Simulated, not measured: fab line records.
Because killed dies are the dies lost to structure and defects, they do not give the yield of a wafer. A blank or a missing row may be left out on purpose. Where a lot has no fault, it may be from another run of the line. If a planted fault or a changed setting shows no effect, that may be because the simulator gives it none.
fab line records    flow gf180mcu
[record] lots = 5  wafers = 15  last-day = 33
route steps=602 shown HV_LDD@192
lots that met no fault: from a run of the same line without faults
start-h: the number of hours between the record's first day and the start of the first shown wafer of the lot    wait-h: how many hours have passed since the lot's step before this one    " unchanged from the row above    L1.1+2: a row that stands for several wafers    - either no value or no given start    * or withheld: withheld    < > ~ a bound
route shown NAME@n: a module of which the file shows steps, and the number in the route of the first    usual: average and standard deviation across the fault-free wafers    same: alike in all rows    chamber/n: place in a boat    sites: the reading at each site    _std_site: the values' standard deviation    _edge_site: outer sites' mean less inner sites'    radius-mm: how far each site lies from the wafer's centre    mask NAME#n: copy n    behind: the most recent tool/chamber to have shaped the wafer    hold: why the lot was held/for how many hours/how that ended    device: the transistor (n, p or np) that didn't switch    end of line: the same wafers' tests at the end of the route    step lacking rows: just its recipe    killed: count of dies lost to structure and defects at first sort (not the wafer's yield)    map: shows each die of a wafer: x if killed, . if not, _ if none is there
set.NAME: the setting that was run; set.NAME@STEP: the one run at that earlier step    model.NAME: the simulator's own value behind a step, which no gauge read
lots at some steps of the route; a table a step, a row a wafer
services: a tool's chamber out of use, with start hour (start-h, from the record's first day; less than 0 if before it), hours out, and reason
[[steps]]
[step GF_HV_LDD_EXPOSE_16]
[recipe] mask-id = Pplus_LV_AREA  target-cd-nm = 400  na = 0.6  source-shape = conventional  sigma-outer = 0.6  dose-mj = 140
[same] sigma-outer = 0.6
lot.wafer   tool              chamber  start-h  wait-h  mask
L075.2+4+6  iline-stepper-02  0        -        -       Pplus_LV_AREA#0
L083.2+3+5  iline-stepper-02  0        -        -       Pplus_LV_AREA#0
L089.1+2+5  iline-stepper-01  0        -        -       Pplus_LV_AREA#0
L091.1+3+6  iline-stepper-01  0        -        -       Pplus_LV_AREA#0
L092.4+5+6  iline-stepper-02  0        -        -       Pplus_LV_AREA#0
[step GF_HV_LDD_PEB_17]
[recipe] temp-c = withheld  time-s = *  resist = NOVOLAK
[usual] exhaust-pa = 45.1/0.91
[same] time-s = *
lot.wafer  tool            chamber  start-h  wait-h  exhaust-pa
L075.2     litho-track-04  0        -        -       44.9
L075.4     "               0        "        "       45.1
L075.6     "               0        "        "       46.0
L083.2     litho-track-03  0        -        -       45.5
L083.3     "               0        "        "       45.0
L083.5     "               0        "        "       45.1
L089.1     litho-track-04  0        -        -       45.9
L089.2     "               0        "        "       46.8
L089.5     "               0        "        "       45.8
L091.1     litho-track-03  0        -        -       43.9
L091.3     "               0        "        "       43.6
L091.6     "               0        "        "       44.5
L092.4     litho-track-02  0        -        -       45.4
L092.5     "               0        "        "       46.6
L092.6     "               0        "        "       45.6
[step GF_HV_LDD_DEVELOP_18]
[recipe] develop-time-s = 60  dev-temp-c = 23
[usual] exhaust-pa = 45.2/0.85
lot.wafer  tool            chamber  start-h  wait-h  exhaust-pa
L075.2     litho-track-04  0        241.25   0.1     44.2
L075.4     "               0        "        "       45.1
L075.6     "               0        "        "       44.4
L083.2     litho-track-03  0        299.26   0.1     45.3
L083.3     "               0        "        "       46.2
L083.5     "               0        "        "       46.6
L089.1     litho-track-04  0        358.92   0.1     45.8
L089.2     "               0        "        "       45.5
L089.5     "               0        "        "       46.5
L091.1     litho-track-03  0        363.39   0.1     44.2
L091.3     "               0        "        "       45.7
L091.6     "               0        "        "       44.1
L092.4     litho-track-02  0        379.95   0.1     44.9
L092.5     "               0        "        "       44.3
L092.6     "               0        "        "       45.3
[step GF_HV_LDD_CD_MEAS_19]
[recipe] target-cd-nm = 400
[usual] cd-nm = 400.4/2
lot.wafer  tool       chamber  start-h  wait-h  cd-nm
L075.2     cd-sem-01  -        241.40   0.1     397.0
L075.4     "          -        "        "       400.1
L075.6     "          -        "        "       399.5
L083.2     cd-sem-02  -        299.41   0.1     403.0
L083.3     "          -        "        "       402.7
L083.5     "          -        "        "       401.1
L089.1     cd-sem-01  -        359.07   0.1     399.1
L089.2     "          -        "        "       397.3
L089.5     "          -        "        "       399.0
L091.1     cd-sem-01  -        363.54   0.1     399.3
L091.3     "          -        "        "       399.3
L091.6     "          -        "        "       399.9
L092.4     cd-sem-01  -        380.08   0.1     399.2
L092.5     "          -        "        "       398.5
L092.6     "          -        "        "       397.7
[step GF_HV_LDD_OVL_MEAS_20]
[usual] HV_LDD_01_OVL = -0.1/1.4
lot.wafer  tool        chamber  start-h  wait-h  HV_LDD_01_OVL[nm]
L075.2     overlay-02  -        241.50   0.1     -3.0
L075.4     "           -        "        "       -0.4
L075.6     "           -        "        "       -0.9
L083.2     overlay-01  -        299.51   0.1     0.4
L083.3     "           -        "        "       -0.6
L083.5     "           -        "        "       0.5
L089.1     overlay-01  -        359.19   0.1     -1.9
L089.2     "           -        "        "       -1.6
L089.5     "           -        "        "       -0.8
L091.1     overlay-02  -        363.66   0.1     -0.4
L091.3     "           -        "        "       -0.9
L091.6     "           -        "        "       -1.5
L092.4     overlay-01  -        380.16   0.1     -0.4
L092.5     "           -        "        "       -0.2
L092.6     "           -        "        "       -0.9
[step GF_HV_LDD_IMPLANT_21]
[recipe] species = BF2  energy-kev = 25  dose-cm2 = 5e+13  tilt-deg = 7
[usual] dose-ions-cm2 = 5e+13/5.7e+10
lot.wafer  tool          chamber  start-h  wait-h  dose-ions-cm2
L075.2     implanter-02  0        241.56   0.0     5.002e+13
L075.4     "             0        "        "       5e+13
L075.6     "             0        "        "       5.006e+13
L083.2     implanter-01  0        299.57   0.0     5.011e+13
L083.3     "             0        "        "       5e+13
L083.5     "             0        "        "       5.004e+13
L089.1     implanter-03  0        359.23   0.0     4.988e+13
L089.2     "             0        "        "       4.992e+13
L089.5     "             0        "        "       4.991e+13
L091.1     implanter-03  0        363.69   0.0     5.004e+13
L091.3     "             0        "        "       4.995e+13
L091.6     "             0        "        "       4.994e+13
L092.4     implanter-01  0        380.25   0.1     4.999e+13
L092.5     "             0        "        "       5.007e+13
L092.6     "             0        "        "       5.001e+13
[step GF_HV_LDD_STRIP_22]
[recipe] chemistry = O2/N2  power-w = 1400  pressure-mtorr = 1500  platen-temp-c = 250  o2-flow-sccm = 3000  n2-flow-sccm = 300  overash-fraction = 0.5
[usual] drypump-motor-current-A = 5.9/0.42  heater-power-w = 353/36  oes-product-au = 0.716/0.0047  strip-time-to-endpoint-s = 12.62/0.037
lot.wafer  tool             chamber  start-h  wait-h  drypump-motor-current-A  heater-power-w  oes-product-au  rf-hours-counter-h  strip-time-to-endpoint-s
L075.2     plasma-asher-01  0        241.68   0.1     6.6                      331             0.715           14                  12.63
L075.4     "                1        "        "       6.2                      340             0.721           -                   12.62
L075.6     "                0        "        "       6.6                      329             0.725           -                   12.64
L083.2     plasma-asher-01  1        299.69   0.1     6.2                      346             0.714           20                  12.60
L083.3     "                1        "        "       6.2                      340             0.718           -                   12.57
L083.5     "                1        "        "       6.2                      337             0.716           -                   12.62
L089.1     plasma-asher-02  1        359.38   0.1     5.8                      417             0.713           71                  12.63
L089.2     "                0        "        "       5.6                      391             0.707           71                  12.67
L089.5     "                0        "        "       5.6                      391             0.717           -                   12.67
L091.1     plasma-asher-02  1        363.84   0.1     5.8                      412             0.708           71                  12.61
L091.3     "                1        "        "       5.8                      410             0.714           -                   12.63
L091.6     "                0        "        "       5.6                      397             0.711           -                   12.58
L092.4     plasma-asher-01  0        380.36   0.1     6.6                      337             0.713           -                   12.63
L092.5     "                0        "        "       6.6                      342             0.706           -                   12.65
L092.6     "                1        "        "       6.2                      338             0.710           -                   12.64
[step GF_HV_LDD_TW_MEAS_23]
[usual] HV_LDD_2_TW = 1048/9.9
lot.wafer  tool           chamber  start-h  wait-h  HV_LDD_2_TW
L075.2     film-metro-03  -        241.79   0.1     1055
L075.4     "              -        "        "       1062
L075.6     "              -        "        "       1055
L083.2     film-metro-01  -        299.80   0.1     1039
L083.3     "              -        "        "       1035
L083.5     "              -        "        "       1036
L089.1     film-metro-03  -        359.48   0.1     1061
L089.2     "              -        "        "       1055
L089.5     "              -        "        "       1058
L091.1     film-metro-01  -        363.94   0.1     1042
L091.3     "              -        "        "       1038
L091.6     "              -        "        "       1041
L092.4     film-metro-04  -        380.46   0.1     1030
L092.5     "              -        "        "       1040
L092.6     "              -        "        "       1034
[step GF_HV_LDD_DEHYDRATE_24]
[recipe] temp-c = 200  time-s = 60
[usual] exhaust-pa = 44.9/0.86
[same] time-s = 60
lot.wafer  tool            chamber  start-h  wait-h  exhaust-pa
L075.2     litho-track-03  0        250.51   8.7     45.5
L075.4     "               0        "        "       44.9
L075.6     "               0        "        "       46.2
L083.2     litho-track-04  0        309.80   10.0    45.7
L083.3     "               0        "        "       45.4
L083.5     "               0        "        "       45.3
L089.1     litho-track-02  0        370.62   11.1    45.7
L089.2     "               0        "        "       45.5
L089.5     "               0        "        "       46.0
L091.1     litho-track-03  0        375.24   11.3    45.5
L091.3     "               0        "        "       45.4
L091.6     "               0        "        "       45.4
L092.4     litho-track-02  0        390.85   10.4    45.0
L092.5     "               0        "        "       45.9
L092.6     "               0        "        "       46.0
[step GF_HV_LDD_HMDS_25]
[recipe] prime-time-s = 60  prime-temp-c = 120
[usual] exhaust-pa = 45.2/0.88
lot.wafer  tool            chamber  start-h  wait-h  exhaust-pa
L075.2     litho-track-03  0        250.66   0.1     43.6
L075.4     "               0        "        "       45.2
L075.6     "               0        "        "       45.2
L083.2     litho-track-04  0        309.95   0.1     45.3
L083.3     "               0        "        "       44.3
L083.5     "               0        "        "       45.1
L089.1     litho-track-02  0        370.77   0.1     43.5
L089.2     "               0        "        "       43.4
L089.5     "               0        "        "       44.3
L091.1     litho-track-03  0        375.39   0.1     45.5
L091.3     "               0        "        "       46.7
L091.6     "               0        "        "       46.5
L092.4     litho-track-02  0        391.00   0.1     45.3
L092.5     "               0        "        "       45.6
L092.6     "               0        "        "       45.0
[step GF_HV_LDD_COAT_26]
[recipe] resist = NOVOLAK  spin-rpm = 3000  resist-thk-nm = 1000
[usual] exhaust-pa = 45.0/0.98
lot.wafer  tool            chamber  start-h  wait-h  exhaust-pa
L075.2     litho-track-03  0        250.81   0.1     44.1
L075.4     "               0        "        "       46.0
L075.6     "               0        "        "       46.7
L083.2     litho-track-04  0        310.10   0.1     44.5
L083.3     "               0        "        "       45.3
L083.5     "               0        "        "       45.4
L089.1     litho-track-02  0        370.92   0.1     45.3
L089.2     "               0        "        "       44.8
L089.5     "               0        "        "       45.8
L091.1     litho-track-03  0        375.54   0.1     44.7
L091.3     "               0        "        "       44.9
L091.6     "               0        "        "       44.9
L092.4     litho-track-02  0        391.15   0.1     44.2
L092.5     "               0        "        "       44.7
L092.6     "               0        "        "       43.1
[step GF_HV_LDD_SOFTBAKE_27]
[recipe] temp-c = 90.9  time-s = 60  resist = NOVOLAK
[usual] exhaust-pa = 45.1/0.96
[same] time-s = 60
lot.wafer  tool            chamber  start-h  wait-h  exhaust-pa
L075.2     litho-track-03  0        250.96   0.1     44.7
L075.4     "               0        "        "       45.7
L075.6     "               0        "        "       43.7
L083.2     litho-track-04  0        310.25   0.1     46.7
L083.3     "               0        "        "       45.5
L083.5     "               0        "        "       45.9
L089.1     litho-track-02  0        371.07   0.1     45.3
L089.2     "               0        "        "       45.6
L089.5     "               0        "        "       46.1
L091.1     litho-track-03  0        375.69   0.1     45.9
L091.3     "               0        "        "       44.6
L091.6     "               0        "        "       46.9
L092.4     litho-track-02  0        391.30   0.1     45.8
L092.5     "               0        "        "       45.8
L092.6     "               0        "        "       43.9
[step GF_HV_LDD_EXPOSE_28]
[recipe] mask-id = Nplus_HV_AREA  target-cd-nm = 400  na = 0.6  source-shape = conventional  sigma-outer = 0.6  dose-mj = 140
[same] sigma-outer = 0.6
lot.wafer   tool              chamber  start-h  wait-h  mask
L075.2+4+6  iline-stepper-02  0        -        -       Nplus_HV_AREA#0
L083.2+3+5  iline-stepper-01  0        -        -       Nplus_HV_AREA#0
L089.1+2+5  iline-stepper-01  0        -        -       Nplus_HV_AREA#0
L091.1+3+6  iline-stepper-02  0        -        -       Nplus_HV_AREA#0
L092.4+5+6  iline-stepper-01  0        -        -       Nplus_HV_AREA#0
[step GF_HV_LDD_PEB_29]
[recipe] temp-c = withheld  time-s = *  resist = NOVOLAK
[usual] exhaust-pa = 44.9/0.94
[same] time-s = *
lot.wafer  tool            chamber  start-h  wait-h  exhaust-pa
L075.2     litho-track-03  0        -        -       43.9
L075.4     "               0        "        "       44.6
L075.6     "               0        "        "       45.7
L083.2     litho-track-04  0        -        -       44.2
L083.3     "               0        "        "       44.6
L083.5     "               0        "        "       44.8
L089.1     litho-track-04  0        -        -       45.0
L089.2     "               0        "        "       44.3
L089.5     "               0        "        "       44.7
L091.1     litho-track-02  0        -        -       45.8
L091.3     "               0        "        "       46.2
L091.6     "               0        "        "       46.6
L092.4     litho-track-04  0        -        -       44.2
L092.5     "               0        "        "       43.6
L092.6     "               0        "        "       45.0
[step GF_HV_LDD_DEVELOP_30]
[recipe] develop-time-s = 60  dev-temp-c = 23
[usual] exhaust-pa = 44.9/0.74
lot.wafer  tool            chamber  start-h  wait-h  exhaust-pa
L075.2     litho-track-03  0        260.86   0.1     44.1
L075.4     "               0        "        "       43.9
L075.6     "               0        "        "       45.8
L083.2     litho-track-04  0        320.00   0.1     45.3
L083.3     "               0        "        "       44.7
L083.5     "               0        "        "       43.9
L089.1     litho-track-04  0        382.02   0.1     44.5
L089.2     "               0        "        "       45.6
L089.5     "               0        "        "       46.5
L091.1     litho-track-02  0        386.72   0.1     45.8
L091.3     "               0        "        "       45.3
L091.6     "               0        "        "       44.9
L092.4     litho-track-04  0        403.05   0.1     45.6
L092.5     "               0        "        "       45.9
L092.6     "               0        "        "       44.2
[[services]]
tool              chamber  start-h  hours  kind
implanter-01      -        220.30   3.4    pm
implanter-02      -        246.04   3.7    pm
implanter-02      -        265.67   2.0    repair
iline-stepper-02  -        268.72   9.1    repair
implanter-02      -        282.11   26.1   repair
iline-stepper-01  -        283.23   1.7    pm
iline-stepper-02  -        284.93   4.4    pm
plasma-asher-02   -        293.05   14.6   pm
implanter-01      -        314.71   4.8    pm
implanter-01      -        321.92   1.0    repair
plasma-asher-01   -        326.38   4.5    repair
implanter-03      -        347.98   2.8    pm
implanter-01      -        355.24   1.8    repair
implanter-01      -        370.01   1.4    repair
[[key]]
fault none
